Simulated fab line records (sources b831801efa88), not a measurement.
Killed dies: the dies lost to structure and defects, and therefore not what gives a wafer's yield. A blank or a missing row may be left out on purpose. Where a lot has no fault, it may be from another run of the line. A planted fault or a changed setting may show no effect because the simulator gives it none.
fab line records + flow sky130
record:
- lots: 11
- wafers: 33
- last-day: 50
route steps=708 shown VIA2@529 CAPM@549 CAP2M@603 METAL4@633 PAD_OPEN@708
lots that met no fault: taken from a fault-free run of the same line
start-h: the number of hours between the record's first day and the start of the first shown wafer of the lot + wait-h: hours elapsed since this lot's preceding step + " identical to the entry in the row above + L1.1+2: a single row standing in for several wafers + - no value, or no start was given + * or withheld: withheld + < > ~ a bound
route shown NAME@n: NAME is a module with steps in the file, n the number in the route of the first one + usual: the fault-free wafers' mean and standard deviation + same: alike in all rows + chamber/n: place in a boat + sites: readings site by site + _std_site: the standard deviation of these + _edge_site: inner sites' mean taken away from outer sites' mean + radius-mm: how far each site lies from the wafer's centre + mask NAME#n: copy n + behind: the most recent tool/chamber to have shaped the wafer + hold: the reason the lot was held/the length of the hold in hours/how it ended + device: transistor that didn't switch, given as n, p or np + end of line: tests of these same wafers at the route's end + for a step that has no rows: nothing shown but its recipe + killed: count of dies lost to structure and defects at first sort (not the wafer's yield) + map: shows each die of a wafer: x if killed, . if not, _ if none is there
set.NAME: setting as actually run; set.NAME@STEP: the setting as run at that earlier step + model.NAME: the simulator's own value behind a step, which no gauge read
one table for each step of the route and one row for each wafer, over a sample of lots
services: a tool's chamber out of use, with start hour (start-h, from the record's first day; less than 0 if before it), hours out, and reason
== steps ==
step: SKY_VIA2_RS_MEAS_22
recipe:
- thk-meas-gauge: four-point-probe
- reads: W_of_VIA2_CVD_21+TiN_of_VIA2_SPUTTER_20
usual:
- VIA2_W_RS: 0.273/0.0031
| lot.wafer | tool          | chamber | start-h | wait-h | VIA2_W_RS[ohm/sq] |
|-----------|---------------|---------|---------|--------|-------------------|
| L546.2    | film-metro-03 | -       | 855.47  | 0.1    | 0.272             |
| L546.3    | "             | -       | "       | "      | 0.275             |
| L546.4    | "             | -       | "       | "      | 0.273             |
| L547.4    | film-metro-04 | -       | 863.82  | 0.1    | 0.275             |
| L547.5    | "             | -       | "       | "      | 0.272             |
| L547.6    | "             | -       | "       | "      | 0.278             |
| L548.1    | film-metro-04 | -       | 872.94  | 0.2    | 0.271             |
| L548.2    | "             | -       | "       | "      | 0.270             |
| L548.6    | "             | -       | "       | "      | 0.267             |
| L549.1    | film-metro-04 | -       | 888.68  | 0.1    | 0.274             |
| L549.4    | "             | -       | "       | "      | 0.276             |
| L549.6    | "             | -       | "       | "      | 0.277             |
| L550.3    | film-metro-04 | -       | 896.55  | 0.1    | 0.272             |
| L550.5    | "             | -       | "       | "      | 0.274             |
| L550.6    | "             | -       | "       | "      | 0.272             |
| L551.1    | film-metro-01 | -       | 901.40  | 0.2    | 0.278             |
| L551.4    | "             | -       | "       | "      | 0.273             |
| L551.6    | "             | -       | "       | "      | 0.273             |
| L555.1    | film-metro-04 | -       | 933.62  | 0.2    | 0.275             |
| L555.3    | "             | -       | "       | "      | 0.274             |
| L555.5    | "             | -       | "       | "      | 0.275             |
| L557.1    | film-metro-03 | -       | 947.83  | 0.1    | 0.276             |
| L557.4    | "             | -       | "       | "      | 0.279             |
| L557.5    | "             | -       | "       | "      | 0.273             |
| L561.2    | film-metro-01 | -       | 966.48  | 0.1    | 0.274             |
| L561.3    | "             | -       | "       | "      | 0.272             |
| L561.4    | "             | -       | "       | "      | 0.277             |
| L564.4    | film-metro-04 | -       | 995.22  | 0.1    | 0.276             |
| L564.5    | "             | -       | "       | "      | 0.273             |
| L564.6    | "             | -       | "       | "      | 0.279             |
| L566.3    | film-metro-04 | -       | 1004.38 | 0.1    | 0.271             |
| L566.4    | "             | -       | "       | "      | 0.274             |
| L566.5    | "             | -       | "       | "      | 0.273             |
step: SKY_CAPM_OVL_MEAS_12
usual:
- CAPM_OVL: 0.0/1.4
| lot.wafer | tool       | chamber | start-h | wait-h | CAPM_OVL[nm] |
|-----------|------------|---------|---------|--------|--------------|
| L546.2    | overlay-02 | -       | 881.86  | 0.1    | 0.2          |
| L546.3    | "          | -       | "       | "      | 0.0          |
| L546.4    | "          | -       | "       | "      | 0.8          |
| L547.4    | overlay-02 | -       | 889.58  | 0.1    | 0.0          |
| L547.5    | "          | -       | "       | "      | -1.2         |
| L547.6    | "          | -       | "       | "      | -0.9         |
| L548.1    | overlay-01 | -       | 899.86  | 0.1    | 1.0          |
| L548.2    | "          | -       | "       | "      | -0.3         |
| L548.6    | "          | -       | "       | "      | -0.2         |
| L549.1    | overlay-02 | -       | 914.76  | 0.1    | 1.1          |
| L549.4    | "          | -       | "       | "      | 2.0          |
| L549.6    | "          | -       | "       | "      | -0.1         |
| L550.3    | overlay-02 | -       | 922.43  | 0.1    | -0.6         |
| L550.5    | "          | -       | "       | "      | -0.9         |
| L550.6    | "          | -       | "       | "      | -1.6         |
| L551.1    | overlay-01 | -       | 927.10  | 0.1    | 0.8          |
| L551.4    | "          | -       | "       | "      | -0.1         |
| L551.6    | "          | -       | "       | "      | -0.3         |
| L555.1    | overlay-01 | -       | 958.91  | 0.1    | -0.2         |
| L555.3    | "          | -       | "       | "      | -0.5         |
| L555.5    | "          | -       | "       | "      | -0.7         |
| L557.1    | overlay-01 | -       | 972.95  | 0.1    | -1.7         |
| L557.4    | "          | -       | "       | "      | -1.3         |
| L557.5    | "          | -       | "       | "      | -2.6         |
| L561.2    | overlay-02 | -       | 991.06  | 0.1    | -1.5         |
| L561.3    | "          | -       | "       | "      | -0.7         |
| L561.4    | "          | -       | "       | "      | -1.4         |
| L564.4    | overlay-01 | -       | 1018.78 | 0.1    | 0.3          |
| L564.5    | "          | -       | "       | "      | -1.2         |
| L564.6    | "          | -       | "       | "      | 0.5          |
| L566.3    | overlay-02 | -       | 1026.91 | 0.1    | -0.1         |
| L566.4    | "          | -       | "       | "      | -0.1         |
| L566.5    | "          | -       | "       | "      | -2.4         |
step: SKY_CAP2M_CVD_00
recipe:
- material: SiO2
- target-thk-nm: 15.5
- temp-c: 400
- time-s: withheld
- rf-w: 450
usual:
- heater-power-w: 842/100
- rf-fwd-power-W: 441.4/2.5
| lot.wafer | tool     | chamber | start-h | wait-h | heater-power-w | rf-fwd-power-W |
|-----------|----------|---------|---------|--------|----------------|----------------|
| L546.2    | pecvd-04 | 0       | 936.71  | 0.0    | 946            | 440.5          |
| L546.3    | "        | 1       | "       | "      | 781            | 437.9          |
| L546.4    | "        | 1       | "       | "      | 611            | 437.9          |
| L547.4    | pecvd-04 | 1       | 944.18  | 0.0    | 628            | 438.9          |
| L547.5    | "        | 0       | "       | "      | 919            | 440.3          |
| L547.6    | "        | 2       | "       | "      | 922            | 444.8          |
| L548.1    | pecvd-04 | 1       | 953.62  | 0.0    | 769            | 438.7          |
| L548.2    | "        | 0       | "       | "      | 949            | 444.0          |
| L548.6    | "        | 0       | "       | "      | 945            | 441.4          |
| L549.1    | pecvd-03 | 0       | 968.35  | 0.0    | 798            | 438.0          |
| L549.4    | "        | 2       | "       | "      | 942            | 439.9          |
| L549.6    | "        | 1       | "       | "      | 821            | 445.5          |
| L550.3    | pecvd-03 | 2       | 975.76  | 0.0    | 963            | 437.2          |
| L550.5    | "        | 1       | "       | "      | 899            | 444.6          |
| L550.6    | "        | 2       | "       | "      | 944            | 436.5          |
| L551.1    | pecvd-04 | 2       | 980.07  | 0.0    | 839            | 443.7          |
| L551.4    | "        | 1       | "       | "      | 777            | 438.8          |
| L551.6    | "        | 2       | "       | "      | 851            | 443.0          |
| L555.1    | pecvd-03 | 1       | 1011.23 | 0.0    | 823            | 444.9          |
| L555.3    | "        | 0       | "       | "      | 710            | 440.5          |
| L555.5    | "        | 1       | "       | "      | 844            | 446.6          |
| L557.1    | pecvd-04 | 2       | 1023.80 | 0.0    | 933            | 441.1          |
| L557.4    | "        | 2       | "       | "      | 919            | 441.6          |
| L557.5    | "        | 0       | "       | "      | 904            | 444.2          |
| L561.2    | pecvd-03 | 0       | 1041.41 | 0.0    | 675            | 439.3          |
| L561.3    | "        | 2       | "       | "      | 949            | 437.4          |
| L561.4    | "        | 1       | "       | "      | 917            | 444.0          |
| L564.4    | pecvd-02 | 0       | 1068.03 | 0.0    | 897            | 443.9          |
| L564.5    | "        | 2       | "       | "      | 920            | 439.1          |
| L564.6    | "        | 1       | "       | "      | 680            | 443.1          |
| L566.3    | pecvd-02 | 2       | 1075.23 | 0.0    | 740            | 442.0          |
| L566.4    | "        | 1       | "       | "      | 686            | 441.0          |
| L566.5    | "        | 0       | "       | "      | 863            | 442.9          |
step: SKY_CAP2M_THK_MEAS_01
recipe:
- reads: SiO2_of_CAP2M_CVD_00
usual:
- CAP2M_CVD_00_THK: 15.50/0.2
| lot.wafer | tool          | chamber | start-h | wait-h | hold                     | CAP2M_CVD_00_THK[nm] |
|-----------|---------------|---------|---------|--------|--------------------------|----------------------|
| L546.2    | film-metro-04 | -       | 936.74  | -      | -                        | 15.45                |
| L546.3    | "             | -       | "       | "      | -                        | 15.30                |
| L546.4    | "             | -       | "       | "      | -                        | 15.79                |
| L547.4    | film-metro-02 | -       | 944.22  | -      | -                        | 15.57                |
| L547.5    | "             | -       | "       | "      | -                        | 15.70                |
| L547.6    | "             | -       | "       | "      | -                        | 15.45                |
| L548.1    | film-metro-04 | -       | 953.64  | -      | -                        | 14.94                |
| L548.2    | "             | -       | "       | "      | -                        | 15.29                |
| L548.6    | "             | -       | "       | "      | -                        | 15.24                |
| L549.1    | film-metro-04 | -       | 968.37  | -      | -                        | 15.42                |
| L549.4    | "             | -       | "       | "      | -                        | 15.82                |
| L549.6    | "             | -       | "       | "      | -                        | 15.61                |
| L550.3    | film-metro-02 | -       | 975.80  | -      | -                        | 15.39                |
| L550.5    | "             | -       | "       | "      | -                        | 15.61                |
| L550.6    | "             | -       | "       | "      | -                        | 15.74                |
| L551.1    | film-metro-04 | -       | 980.09  | -      | -                        | 15.28                |
| L551.4    | "             | -       | "       | "      | -                        | 15.61                |
| L551.6    | "             | -       | "       | "      | -                        | 15.71                |
| L555.1    | film-metro-04 | -       | 1011.26 | -      | await-dispo/0.2h/release | 15.14                |
| L555.3    | "             | -       | "       | "      | await-dispo/0.2h/release | 14.11                |
| L555.5    | "             | -       | "       | "      | await-dispo/0.2h/release | 15.59                |
| L555.1    | film-metro-04 | -       | 1011.49 | 0.2    | -                        | 15.12                |
| L555.3    | "             | -       | "       | "      | -                        | 14.07                |
| L555.5    | "             | -       | "       | "      | -                        | 15.54                |
| L557.1    | film-metro-04 | -       | 1023.83 | -      | -                        | 15.38                |
| L557.4    | "             | -       | "       | "      | -                        | 15.84                |
| L557.5    | "             | -       | "       | "      | -                        | 15.57                |
| L561.2    | film-metro-02 | -       | 1041.44 | -      | await-dispo/0.2h/release | 14.08                |
| L561.3    | "             | -       | "       | "      | await-dispo/0.2h/release | 14.01                |
| L561.4    | "             | -       | "       | "      | await-dispo/0.2h/release | 15.69                |
| L561.2    | film-metro-02 | -       | 1041.67 | 0.2    | -                        | 14.07                |
| L561.3    | "             | -       | "       | "      | -                        | 14.09                |
| L561.4    | "             | -       | "       | "      | -                        | 15.63                |
| L564.4    | film-metro-04 | -       | 1068.23 | -      | -                        | 15.54                |
| L564.5    | "             | -       | "       | "      | -                        | 15.67                |
| L564.6    | "             | -       | "       | "      | -                        | 15.50                |
| L566.3    | film-metro-04 | -       | 1075.27 | -      | -                        | 15.12                |
| L566.4    | "             | -       | "       | "      | -                        | 15.56                |
| L566.5    | "             | -       | "       | "      | -                        | 15.40                |
step: SKY_CAP2M_OVL_MEAS_12
usual:
- CAP2M_OVL: 0.4/1.4
| lot.wafer | tool       | chamber | start-h | wait-h | CAP2M_OVL[nm] |
|-----------|------------|---------|---------|--------|---------------|
| L546.2    | overlay-01 | -       | 960.77  | 0.1    | -0.1          |
| L546.3    | "          | -       | "       | "      | 2.0           |
| L546.4    | "          | -       | "       | "      | 0.7           |
| L547.4    | overlay-02 | -       | 968.13  | 0.1    | 1.8           |
| L547.5    | "          | -       | "       | "      | 0.8           |
| L547.6    | "          | -       | "       | "      | 1.8           |
| L548.1    | overlay-01 | -       | 978.43  | 0.1    | 0.7           |
| L548.2    | "          | -       | "       | "      | -0.7          |
| L548.6    | "          | -       | "       | "      | 0.1           |
| L549.1    | overlay-01 | -       | 992.16  | 0.1    | 0.6           |
| L549.4    | "          | -       | "       | "      | -0.2          |
| L549.6    | "          | -       | "       | "      | 0.5           |
| L550.3    | overlay-02 | -       | 1000.15 | 0.1    | -3.3          |
| L550.5    | "          | -       | "       | "      | -1.2          |
| L550.6    | "          | -       | "       | "      | -2.4          |
| L551.1    | overlay-01 | -       | 1003.68 | 0.1    | -1.2          |
| L551.4    | "          | -       | "       | "      | 0.0           |
| L551.6    | "          | -       | "       | "      | -0.2          |
| L555.1    | overlay-01 | -       | 1035.16 | 0.1    | 0.8           |
| L555.3    | "          | -       | "       | "      | 1.3           |
| L555.5    | "          | -       | "       | "      | 1.8           |
| L557.1    | overlay-01 | -       | 1047.06 | 0.1    | 0.8           |
| L557.4    | "          | -       | "       | "      | 1.6           |
| L557.5    | "          | -       | "       | "      | 1.1           |
| L561.2    | overlay-02 | -       | 1063.69 | 0.1    | -0.5          |
| L561.3    | "          | -       | "       | "      | 0.9           |
| L561.4    | "          | -       | "       | "      | 2.0           |
| L564.4    | overlay-01 | -       | 1089.53 | 0.1    | 2.7           |
| L564.5    | "          | -       | "       | "      | 3.1           |
| L564.6    | "          | -       | "       | "      | 2.3           |
| L566.3    | overlay-01 | -       | 1095.87 | 0.1    | -0.1          |
| L566.4    | "          | -       | "       | "      | -0.8          |
| L566.5    | "          | -       | "       | "      | -0.8          |
step: SKY_METAL4_ETCH_17
recipe:
- target: SiO2
- stop-on: TiN
- chemistry: C4F8/O2/Ar
- source-w: 1500
- bias-w: 1200
- pressure-mtorr: 40
- c4f8-flow-sccm: withheld
- O2_flow_sccm: 6
- Ar_flow_sccm: 300
- time-s: 3.9
- target-depth-a: 150
usual:
- oes-product-au: 0.754/0.0068
- rf-fwd-power-W: 1468/7.6
| lot.wafer | tool        | chamber | start-h | wait-h | oes-product-au | rf-fwd-power-W | rf-hours-counter-h |
|-----------|-------------|---------|---------|--------|----------------|----------------|--------------------|
| L546.2    | rie-diel-02 | 0       | 986.19  | 0.1    | 0.751          | 1478           | 11                 |
| L546.3    | "           | 1       | "       | "      | 0.748          | 1460           | 4                  |
| L546.4    | "           | 2       | "       | "      | 0.754          | 1468           | 18                 |
| L547.4    | rie-diel-02 | 0       | 993.09  | 0.0    | 0.757          | 1480           | 11                 |
| L547.5    | "           | 0       | "       | "      | 0.765          | 1478           | -                  |
| L547.6    | "           | 1       | "       | "      | 0.754          | 1464           | -                  |
| L548.1    | rie-diel-03 | 0       | 1002.78 | 0.2    | 0.752          | 1481           | 8                  |
| L548.2    | "           | 3       | "       | "      | 0.755          | 1454           | 16                 |
| L548.6    | "           | 0       | "       | "      | 0.751          | 1479           | -                  |
| L549.1    | rie-diel-02 | 2       | 1016.39 | 0.1    | 0.763          | 1462           | 19                 |
| L549.4    | "           | 0       | "       | "      | 0.756          | 1480           | 12                 |
| L549.6    | "           | 0       | "       | "      | 0.753          | 1476           | -                  |
| L550.3    | rie-diel-02 | 2       | 1023.87 | 0.1    | 0.747          | 1467           | 19                 |
| L550.5    | "           | 0       | "       | "      | 0.754          | 1475           | -                  |
| L550.6    | "           | 1       | "       | "      | 0.760          | 1464           | -                  |
| L551.1    | rie-diel-02 | 2       | 1027.44 | 0.1    | 0.751          | 1466           | 19                 |
| L551.4    | "           | 1       | "       | "      | 0.752          | 1468           | 5                  |
| L551.6    | "           | 2       | "       | "      | 0.756          | 1462           | -                  |
| L555.1    | rie-diel-03 | 3       | 1058.10 | 0.1    | 0.736          | 1463           | 18                 |
| L555.3    | "           | 0       | "       | "      | 0.714          | 1479           | 10                 |
| L555.5    | "           | 0       | "       | "      | 0.755          | 1480           | -                  |
| L557.1    | rie-diel-03 | 2       | 1069.99 | 0.1    | 0.756          | 1464           | 23                 |
| L557.4    | "           | 0       | "       | "      | 0.758          | 1469           | 10                 |
| L557.5    | "           | 0       | "       | "      | 0.756          | 1465           | -                  |
| L561.2    | rie-diel-02 | 1       | 1085.52 | 0.1    | 0.726          | 1463           | 7                  |
| L561.3    | "           | 2       | "       | "      | 0.709          | 1470           | 21                 |
| L561.4    | "           | 0       | "       | "      | 0.754          | 1472           | 14                 |
| L564.4    | rie-diel-02 | 3       | 1110.45 | 0.0    | 0.750          | 1475           | -                  |
| L564.5    | "           | 0       | "       | "      | 0.759          | 1472           | -                  |
| L564.6    | "           | 2       | "       | "      | 0.753          | 1455           | -                  |
| L566.3    | rie-diel-03 | 3       | 1116.79 | 0.0    | 0.741          | 1465           | 20                 |
| L566.4    | "           | 2       | "       | "      | 0.749          | 1461           | 24                 |
| L566.5    | "           | 2       | "       | "      | 0.745          | 1461           | -                  |
step: SKY_PAD_OPEN_PROBE_99
usual:
- defect-limited-yield: 82.7/1.9
- killed_at_M0_to_M3: 43/7.1
- killed_at_M4_up: 3.2/1.9
- killed-at-contacts: 23/5.1
- killed-at-front-end: 15/4.5
- killed-at-other: 0.4/0.65
- killed-dies: 85/9.4
- killed-open: 47/6.8
- killed-short: 38/6.1
- sort_bin_3_pad_short: 0.8/0.38
- sort_bin_5_function: 10.3/1.5
- sort_bin_6_memory: 6.2/1.1
- sort-n-pass: 407/9.4
- sort-yield-pct: 82.7/1.9
same:
- gross-dies: 492
- killed-at-back-side: 0
- sort_bin_4_leakage[%]: 0
- sort_bin_8_speed[%]: 0
| lot.wafer | tool      | chamber | start-h | wait-h | defect-limited-yield[%] | killed_at_M0_to_M3 | killed_at_M4_up | killed-at-contacts | killed-at-front-end | killed-at-other | killed-dies | killed-open | killed-short | sort_bin_3_pad_short[%] | sort_bin_5_function[%] | sort_bin_6_memory[%] | sort-n-pass | sort-yield-pct[%] |
|-----------|-----------|---------|---------|--------|-------------------------|--------------------|-----------------|--------------------|---------------------|-----------------|-------------|-------------|--------------|-------------------------|------------------------|----------------------|-------------|-------------------|
| L564.4    | prober-02 | -       | 1188.57 | 0.2    | 82.5                    | 46                 | 3               | 21                 | 15                  | 1               | 86          | 56          | 30           | 0.2                     | 11.4                   | 5.9                  | 406         | 82.5              |
| L564.5    | prober-02 | -       | 1188.62 | 0.2    | 82.7                    | 47                 | 7               | 16                 | 15                  | 0               | 85          | 50          | 35           | 0.8                     | 9.8                    | 6.7                  | 407         | 82.7              |
| L564.6    | prober-02 | -       | 1188.67 | 0.2    | 82.3                    | 38                 | 5               | 27                 | 17                  | 0               | 87          | 49          | 38           | 0.6                     | 10.0                   | 7.1                  | 405         | 82.3              |
killed by level:class
L564.4 VIA1:geometric-particle:open=16 CONTACT:geometric-particle:open=11 VIA2:geometric-particle:open=11 CONTACT:geometric-particle:short=5 VIA3:geometric-particle:open=4 POLY_GATE:geometric-particle:open=4 METAL2:geometric-particle:short=4 FIELD_ISO:geometric-particle:open=3
L564.5 VIA2:geometric-particle:open=12 FIELD_ISO:geometric-particle:open=8 VIA1:geometric-particle:open=8 CONTACT:geometric-particle:open=6 VIA1:geometric-particle:short=6 METAL4:geometric-particle:short=5 VIA3:geometric-particle:open=4 VIA3:geometric-particle:short=3
L564.6 CONTACT:geometric-particle:open=14 VIA1:geometric-particle:open=10 FIELD_ISO:geometric-particle:open=6 METAL2:geometric-particle:short=6 FIELD_ISO:geometric-particle:short=4 VIA1:geometric-particle:short=4 LI_CONTACT:geometric-particle:open=4 LOCAL_INTERCONNECT:geometric-particle:short=4
== services ==
| tool        | chamber | start-h | hours | kind                          |
|-------------|---------|---------|-------|-------------------------------|
| pecvd-03    | 1       | 916.49  | 2.1   | scheduled-down                |
| pecvd-02    | -       | 916.96  | 0.3   | repair                        |
| pecvd-02    | -       | 919.46  | 101.6 | repair                        |
| rie-diel-02 | 3       | 935.49  | 6.2   | repair                        |
| rie-diel-02 | 3       | 941.66  | -     | clean                         |
| rie-diel-02 | 3       | 941.66  | -     | consumable-replace:showerhead |
| rie-diel-02 | 3       | 941.66  | 18.0  | scheduled-down                |
| rie-diel-02 | 3       | 941.66  | 18.0  | vent-cycle                    |
| pecvd-03    | 2       | 941.98  | 5.5   | scheduled-down                |
| rie-diel-03 | 1       | 960.49  | 13.2  | repair                        |
| pecvd-03    | -       | 983.07  | 5.5   | pm                            |
| pecvd-03    | 2       | 1004.55 | 23.2  | repair                        |
| pecvd-04    | 1       | 1019.71 | 4.1   | repair                        |
| pecvd-02    | -       | 1021.02 | 6.0   | pm                            |
| pecvd-04    | 1       | 1023.85 | -     | clean                         |
| pecvd-04    | 1       | 1023.85 | -     | consumable-replace:showerhead |
| pecvd-04    | 1       | 1023.85 | 29.0  | scheduled-down                |
| pecvd-04    | 1       | 1023.85 | 29.0  | vent-cycle                    |
| pecvd-04    | 0       | 1067.44 | 3.6   | repair                        |
| rie-diel-03 | -       | 1067.55 | 1.7   | repair                        |
| pecvd-04    | 2       | 1078.09 | 2.1   | scheduled-down                |
| rie-diel-03 | -       | 1098.18 | 2.8   | pm                            |
| rie-diel-02 | 1       | 1106.40 | 12.8  | repair                        |
| pecvd-04    | -       | 1108.63 | 0.6   | repair                        |
== key ==
first-sign:
- step: SKY_CAP2M_THK_MEAS_01
- reading: visit
- direction: added
effect:
- step: SKY_CAP2M_THK_MEAS_01
- reading: CAP2M_CVD_00_THK
- direction: down
- sigmas: 7.2
- usual: 15.50
- struck: 14.07
effect:
- step: SKY_METAL4_ETCH_17
- reading: oes-product-au
- direction: down
- sigmas: 5.6
- usual: 0.754
- struck: 0.716
met-at SKY_CAP2M_CVD_00
struck-lots L555,L561
struck-wafers L555.3,L561.2,L561.3
not-acting-at SKY_VIA2_RS_MEAS_22,SKY_CAPM_OVL_MEAS_12,SKY_CAP2M_OVL_MEAS_12
onset-between 975.76 1011.23
fault:
- kind: process-parameter-drift
- tool: pecvd-03
- chamber: -
- onset-h: 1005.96
- steps: SKY_CAP2M_CVD_00
- channel: target-thk-nm
- offset: -1.415
- shape: step
- end-h: 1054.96
- scope: struck-wafers-only
- acts-in: these-recipes-only
- stated: 15.5
